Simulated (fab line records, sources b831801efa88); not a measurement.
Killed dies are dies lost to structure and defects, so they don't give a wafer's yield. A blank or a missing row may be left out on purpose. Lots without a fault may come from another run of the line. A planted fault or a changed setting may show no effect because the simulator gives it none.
fab line records | flow sky130
record lots=11 wafers=33 last_day=50
route steps=708 shown LDD_HVP@285 POLY_CUT@318 SD_N@351 RES_XHIGH@360
lots that met no fault: from a run of the same line without faults
start_h: hours from the record's first day to the start of the lot's first wafer shown | wait_h: hours since the lot's step before | " the same as in the row above | L1.1+2: a row that stands for several wafers | - no value, or no start given | * or withheld: withheld | < > ~ a bound
route shown NAME@n: a module of which the file shows steps, and the number in the route of the first | usual: mean/standard deviation of fault-free wafers | same: alike in all rows | chamber/n: place in a boat | sites: the reading at each site | _std_site: their standard deviation | _edge_site: outer sites' mean less inner sites' | radius_mm: how far each site lies from the wafer's centre | mask NAME#n: copy n | behind: the tool/chamber that last shaped the wafer | hold: why the lot was held/for how many hours/how that ended | device: the transistor (n, p or np) that didn't switch | end of line: the same wafers' tests at the end of the route | a step without rows: its recipe alone | killed: dies lost to structure and defects at the first sort, not the wafer's yield | map: a wafer's dies, x killed, . not, _ none there
set.NAME: the setting as run; set.NAME@STEP: as run at that earlier step | model.NAME: the simulator's own value behind a step, which no gauge read
steps of the route over a sample of lots; a table a step, a row a wafer
services: from which hour (start_h, from the record's first day; less than 0 if before it) a tool's chamber was out of use, for how many hours, and why
## steps
# step SKY_LDD_HVP_OVL_MEAS_07
# usual LDD_HVP_OVL=0.1/1.3
# columns lot.wafer tool chamber start_h wait_h LDD_HVP_OVL[nm]
L735.2 overlay-02 - 493.69 0.1 0.3
L735.4 " - " " 0.3
L735.5 " - " " 0.0
L738.1 overlay-02 - 518.48 0.1 0.9
L738.3 " - " " 0.0
L738.4 " - " " 0.8
L737.1 overlay-02 - 518.52 0.2 3.1
L737.2 " - " " 3.2
L737.5 " - " " 2.8
L739.1 overlay-01 - 532.09 0.1 -0.2
L739.3 " - " " -1.5
L739.6 " - " " 2.3
L740.1 overlay-02 - 536.34 0.1 1.1
L740.3 " - " " 0.8
L740.6 " - " " 1.0
L741.1 overlay-01 - 553.74 0.1 2.7
L741.3 " - " " 1.5
L741.5 " - " " 1.5
L751.2 overlay-01 - 641.65 0.1 -0.7
L751.5 " - " " -1.1
L751.6 " - " " -1.1
L752.2 overlay-02 - 652.54 0.1 -1.6
L752.4 " - " " 0.6
L752.6 " - " " 0.1
L754.3 overlay-02 - 662.89 0.1 1.4
L754.4 " - " " 1.1
L754.6 " - " " 1.7
L755.1 overlay-01 - 663.78 0.1 -1.4
L755.3 " - " " -1.8
L755.4 " - " " -0.9
L757.2 overlay-02 - 680.84 0.1 -1.5
L757.4 " - " " 1.7
L757.6 " - " " -2.1
# step SKY_POLY_CUT_ETCH_11
# recipe target=Si3N4 chemistry=CF4/CH2F2/Ar stop_on=poly-Si source_w=600 bias_w=150 pressure_mtorr=40 cf4_flow_sccm=40 ch2f2_flow_sccm=20 Ar_flow_sccm=150 time_s=42.5 target_depth_a=600
# usual drypump_motor_current_A=5.72/0.3 oes_product_au=0.827/0.0069 throttle_valve_pct=14.995/0.0085
# columns lot.wafer tool chamber start_h wait_h drypump_motor_current_A oes_product_au rf_hours_counter_h throttle_valve_pct
L735.2 rie_diel-02 2 556.18 0.0 5.31 0.836 65 14.991
L735.4 " 1 " " 5.78 0.827 8 14.989
L735.5 " 1 " " 5.75 0.829 - 14.988
L737.1 rie_diel-02 2 581.43 0.0 5.34 0.836 66 15.020
L737.2 " 1 " " 5.78 0.831 8 14.999
L737.5 " 1 " " 5.77 0.832 - 14.992
L738.1 rie_diel-03 1 581.59 0.0 5.81 0.824 8 14.994
L738.3 " 3 " " 6.00 0.826 6 14.995
L738.4 " 0 " " 6.08 0.828 6 15.005
L739.1 rie_diel-03 3 593.64 0.0 5.99 0.818 7 14.993
L739.3 " 0 " " 6.13 0.830 6 14.996
L739.6 " 3 " " 6.00 0.835 - 14.991
L740.1 rie_diel-01 0 598.34 0.0 5.58 0.831 61 15.003
L740.3 " 2 " " 5.87 0.828 1 15.011
L740.6 " 1 " " 6.13 0.825 - 15.008
L741.1 rie_diel-02 0 614.89 0.0 5.44 0.834 12 14.989
L741.3 " 2 " " 5.34 0.831 67 14.995
L741.5 " 1 " " 5.74 0.825 - 15.002
L751.2 rie_diel-02 3 699.34 0.0 5.48 0.824 47 15.006
L751.5 " 0 " " 5.43 0.818 - 14.992
L751.6 " 1 " " 5.74 0.827 - 14.982
L752.2 rie_diel-03 1 711.89 0.0 5.81 0.828 10 14.975
L752.4 " 1 " " 5.82 0.825 - 14.993
L752.6 " 2 " " 5.15 0.818 - 14.994
L754.3 rie_diel-01 2 721.83 0.0 5.86 0.819 3 14.994
L754.4 " 1 " " 6.09 0.821 1 14.999
L754.6 " 2 " " 5.89 0.820 - 14.987
L755.1 rie_diel-02 2 722.94 0.0 5.32 0.822 2 14.995
L755.3 " 3 " " 5.49 0.822 48 14.991
L755.4 " 0 " " 5.44 0.817 15 14.994
L757.2 rie_diel-03 0 738.84 0.0 6.12 0.830 9 14.995
L757.4 " 2 " " 5.15 0.834 - 14.986
L757.6 " 3 " " 5.97 0.824 - 15.000
# step SKY_SD_N_IMPLANT_09
# recipe species=As energy_kev=50 dose_cm2=4e+15 tilt_deg=0
# usual beam_on_s=18.5/1.5 dose_ions_cm2=3.999e+15/4.1e+12 tilt_deg=0.004/0.018
# columns lot.wafer tool chamber start_h wait_h beam_on_s dose_ions_cm2 tilt_deg
L735.2 implanter-04 0 646.16 0.0 18.6 3.999e+15 0.003
L735.4 " 0 " " 19.3 3.996e+15 -0.005
L735.5 " 0 " " 17.8 3.999e+15 0.026
L737.1 implanter-03 0 667.65 0.0 20.7 3.997e+15 -0.007
L737.2 " 0 " " 21.4 4.003e+15 -0.011
L737.5 " 0 " " 20.2 4.002e+15 -0.020
L738.1 implanter-04 0 668.30 0.0 18.8 4.002e+15 0.047
L738.3 " 0 " " 18.2 4e+15 0.019
L738.4 " 0 " " 18.1 3.999e+15 0.002
L739.1 implanter-04 0 679.69 0.0 19.4 3.999e+15 0.008
L739.3 " 0 " " 18.5 4.001e+15 -0.021
L739.6 " 0 " " 19.0 3.998e+15 -0.004
L740.1 implanter-04 0 684.34 0.0 15.8 3.524e+15 0.002
L740.3 " 0 " " 16.5 3.517e+15 0.021
L740.6 " 0 " " 15.9 3.518e+15 0.004
L741.1 implanter-04 0 700.14 0.0 16.7 3.518e+15 -0.005
L741.3 " 0 " " 16.5 3.522e+15 -0.018
L741.5 " 0 " " 16.0 3.515e+15 -0.010
L751.2 implanter-04 0 782.07 0.0 18.3 4.003e+15 -0.005
L751.5 " 0 " " 18.0 4.002e+15 -0.018
L751.6 " 0 " " 18.7 4.004e+15 -0.006
L752.2 implanter-04 0 794.36 0.0 18.0 4.001e+15 0.011
L752.4 " 0 " " 18.7 4.002e+15 0.028
L752.6 " 0 " " 18.0 4.003e+15 -0.008
L754.3 implanter-04 0 802.05 0.1 18.8 3.994e+15 0.002
L754.4 " 0 " " 18.2 4.001e+15 0.008
L754.6 " 0 " " 18.5 4e+15 -0.001
L755.1 implanter-01 0 803.29 0.0 16.5 4.002e+15 0.008
L755.3 " 0 " " 16.7 3.998e+15 0.038
L755.4 " 0 " " 16.9 3.994e+15 0.014
L757.2 implanter-04 0 818.11 0.0 18.6 4.004e+15 0.002
L757.4 " 0 " " 18.9 4.006e+15 0.036
L757.6 " 0 " " 18.3 4.004e+15 0.033
# step SKY_SD_N_STRIP_11
# recipe chemistry=O2/N2 power_w=1400 pressure_mtorr=1500 platen_temp_c=withheld o2_flow_sccm=3000 n2_flow_sccm=300 overash_fraction=0.5
# usual drypump_motor_current_A=5.8/0.54 oes_product_au=0.527/0.0041 strip_time_to_endpoint_s=22.55/0.038
# columns lot.wafer tool chamber start_h wait_h drypump_motor_current_A oes_product_au rf_hours_counter_h strip_time_to_endpoint_s
L735.2 plasma_asher-04 1 646.44 0.1 5.4 0.529 83 22.60
L735.4 " 1 " " 5.4 0.535 - 22.55
L735.5 " 1 " " 5.3 0.529 - 22.60
L737.1 plasma_asher-02 1 667.95 0.1 6.1 0.523 23 22.53
L737.2 " 0 " " 6.6 0.524 23 22.58
L737.5 " 1 " " 6.1 0.530 - 22.58
L738.1 plasma_asher-02 1 668.60 0.1 6.1 0.530 23 22.60
L738.3 " 1 " " 6.1 0.528 - 22.62
L738.4 " 0 " " 6.6 0.520 - 22.59
L739.1 plasma_asher-01 1 679.99 0.1 5.7 0.523 96 22.58
L739.3 " 0 " " 5.8 0.520 - 22.51
L739.6 " 1 " " 5.6 0.520 - 22.50
L740.1 plasma_asher-01 0 684.64 0.1 5.9 0.533 97 22.06
L740.3 " 0 " " 5.8 0.536 - 22.05
L740.6 " 0 " " 5.8 0.528 - 22.01
L741.1 plasma_asher-01 0 700.44 0.1 5.8 0.533 98 22.05
L741.3 " 1 " " 5.6 0.535 - 22.04
L741.5 " 1 " " 5.7 0.539 - 22.07
L751.2 plasma_asher-04 1 782.35 0.1 5.4 0.524 96 22.57
L751.5 " 1 " " 5.4 0.524 - 22.61
L751.6 " 0 " " 4.8 0.531 - 22.58
L752.2 plasma_asher-01 0 794.64 0.1 5.8 0.528 5 22.53
L752.4 " 0 " " 5.8 0.531 - 22.54
L752.6 " 1 " " 5.7 0.524 - 22.56
L754.3 plasma_asher-02 1 802.33 0.1 6.1 0.521 - 22.54
L754.4 " 0 " " 6.6 0.524 - 22.56
L754.6 " 0 " " 6.6 0.530 - 22.55
L755.1 plasma_asher-01 0 803.59 0.1 5.8 0.525 6 22.63
L755.3 " 0 " " 5.9 0.528 - 22.60
L755.4 " 1 " " 5.6 0.522 - 22.57
L757.2 plasma_asher-02 1 818.39 0.1 6.0 0.525 38 22.53
L757.4 " 0 " " 6.6 0.526 - 22.61
L757.6 " 1 " " 6.1 0.526 - 22.55
# step SKY_SD_N_RS_MEAS_16
# recipe thk_meas_gauge=four-point-probe
# usual SD_N_RS=68.62/0.11
# columns lot.wafer tool chamber start_h wait_h hold SD_N_RS[ohm/sq]
L735.2 film_metro-01 - 646.84 0.1 - 68.54
L735.4 " - " " - 68.50
L735.5 " - " " - 68.56
L737.1 film_metro-02 - 668.33 0.1 - 68.67
L737.2 " - " " - 68.57
L737.5 " - " " - 68.63
L738.1 film_metro-01 - 668.98 0.1 - 68.61
L738.3 " - " " - 68.57
L738.4 " - " " - 68.67
L739.1 film_metro-01 - 680.37 0.1 - 68.57
L739.3 " - " " - 68.77
L739.6 " - " " - 68.72
L740.1 film_metro-01 - 685.08 0.1 await_dispo/0.2h/release 69.73
L740.3 " - " " await_dispo/0.2h/release 69.73
L740.6 " - " " await_dispo/0.2h/release 69.71
L740.1 film_metro-01 - 685.44 0.3 - 69.65
L740.3 " - " " - 69.74
L740.6 " - " " - 69.79
L741.1 film_metro-03 - 700.82 0.1 await_dispo/0.2h/release 69.89
L741.3 " - " " await_dispo/0.2h/release 69.77
L741.5 " - " " await_dispo/0.2h/release 69.68
L741.1 film_metro-03 - 701.18 0.3 - 69.84
L741.3 " - " " - 69.64
L741.5 " - " " - 69.67
L751.2 film_metro-03 - 782.75 0.1 - 68.61
L751.5 " - " " - 68.70
L751.6 " - " " - 68.67
L752.2 film_metro-03 - 795.04 0.1 - 68.69
L752.4 " - " " - 68.62
L752.6 " - " " - 68.59
L754.3 film_metro-01 - 802.72 0.1 - 68.69
L754.4 " - " " - 68.78
L754.6 " - " " - 68.68
L755.1 film_metro-01 - 803.97 0.1 - 68.69
L755.3 " - " " - 68.79
L755.4 " - " " - 68.44
L757.2 film_metro-01 - 818.79 0.1 - 68.57
L757.4 " - " " - 68.56
L757.6 " - " " - 68.58
# step SKY_SD_N_RS_MEAS_18
# recipe thk_meas_gauge=four-point-probe
# usual RES_XHIGH_RS=333.3/1.3
# columns lot.wafer tool chamber start_h wait_h RES_XHIGH_RS[ohm/sq]
L735.2 film_metro-01 - 647.08 0.1 332.7
L735.4 " - " " 332.7
L735.5 " - " " 332.9
L737.1 film_metro-02 - 668.57 0.1 333.8
L737.2 " - " " 335.0
L737.5 " - " " 334.9
L738.1 film_metro-01 - 669.22 0.1 332.9
L738.3 " - " " 334.0
L738.4 " - " " 331.7
L739.1 film_metro-01 - 680.61 0.1 331.9
L739.3 " - " " 333.0
L739.6 " - " " 330.4
L740.1 film_metro-01 - 688.24 0.3 335.4
L740.3 " - " " 335.2
L740.6 " - " " 335.6
L741.1 film_metro-03 - 703.54 0.2 332.8
L741.3 " - " " 332.5
L741.5 " - " " 332.5
L751.2 film_metro-03 - 782.99 0.1 333.5
L751.5 " - " " 333.7
L751.6 " - " " 332.6
L752.2 film_metro-03 - 795.28 0.1 332.7
L752.4 " - " " 332.7
L752.6 " - " " 331.4
L754.3 film_metro-01 - 802.96 0.1 334.8
L754.4 " - " " 334.9
L754.6 " - " " 334.4
L755.1 film_metro-01 - 804.21 0.1 332.6
L755.3 " - " " 333.6
L755.4 " - " " 333.1
L757.2 film_metro-01 - 819.03 0.1 333.5
L757.4 " - " " 333.5
L757.6 " - " " 333.3
## services
# columns tool chamber start_h hours kind
rie_diel-03 2 593.26 8.8 repair
rie_diel-03 1 599.45 20.3 repair
implanter-04 - 601.22 1.1 repair
plasma_asher-04 - 604.35 3.9 repair
rie_diel-02 3 624.54 17.0 repair
rie_diel-01 2 625.54 4.6 repair
rie_diel-03 1 633.75 9.4 repair
rie_diel-03 - 643.37 17.9 repair
plasma_asher-04 - 676.84 2.6 repair
rie_diel-03 2 683.25 3.7 repair
plasma_asher-02 - 686.47 2.8 pm
implanter-04 - 694.39 2.3 repair
rie_diel-03 - 703.94 0.5 repair
rie_diel-03 - 704.36 0.2 repair
rie_diel-03 0 708.00 8.7 repair
implanter-04 - 710.56 2.1 repair
rie_diel-03 3 716.93 8.7 repair
rie_diel-03 1 720.08 31.5 repair
implanter-04 - 725.35 2.3 repair
plasma_asher-01 - 733.75 9.0 pm
implanter-04 - 746.95 2.8 repair
rie_diel-02 3 793.05 4.7 repair
rie_diel-03 1 795.40 7.5 repair
implanter-04 - 814.13 2.6 pm
## key
first_sign step=SKY_SD_N_IMPLANT_09 reading=dose_ions_cm2 direction=down sigmas=99+ usual=* struck=*
effect step=SKY_SD_N_IMPLANT_09 reading=beam_on_s direction=down sigmas=1.5 usual=18.5 struck=16.2
effect step=SKY_SD_N_STRIP_11 reading=strip_time_to_endpoint_s direction=down sigmas=14 usual=* struck=*
effect step=SKY_SD_N_RS_MEAS_16 reading=visit direction=added
effect step=SKY_SD_N_RS_MEAS_16 reading=SD_N_RS direction=up sigmas=10 usual=68.62 struck=69.75
met_at SKY_SD_N_IMPLANT_09
struck_lots L740,L741
tester_left_out L740,L741
not_acting_at SKY_LDD_HVP_OVL_MEAS_07,SKY_POLY_CUT_ETCH_11,SKY_SD_N_RS_MEAS_18
onset_between 679.69 684.34
fault kind=process_parameter_drift tool=implanter-04 chamber=- onset_h=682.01 steps=SKY_SD_N_IMPLANT_09 channel=dose_cm2 offset=* shape=step end_h=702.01 acts_in=* stated=*
# tester_left_out: of these lots the tester's yield and bins aren't shown, on N5 and GAA mostly nor the transistor test; their killed dies are dies lost to structure and defects alone, not to doping, threshold or leakage, so they don't give the yield
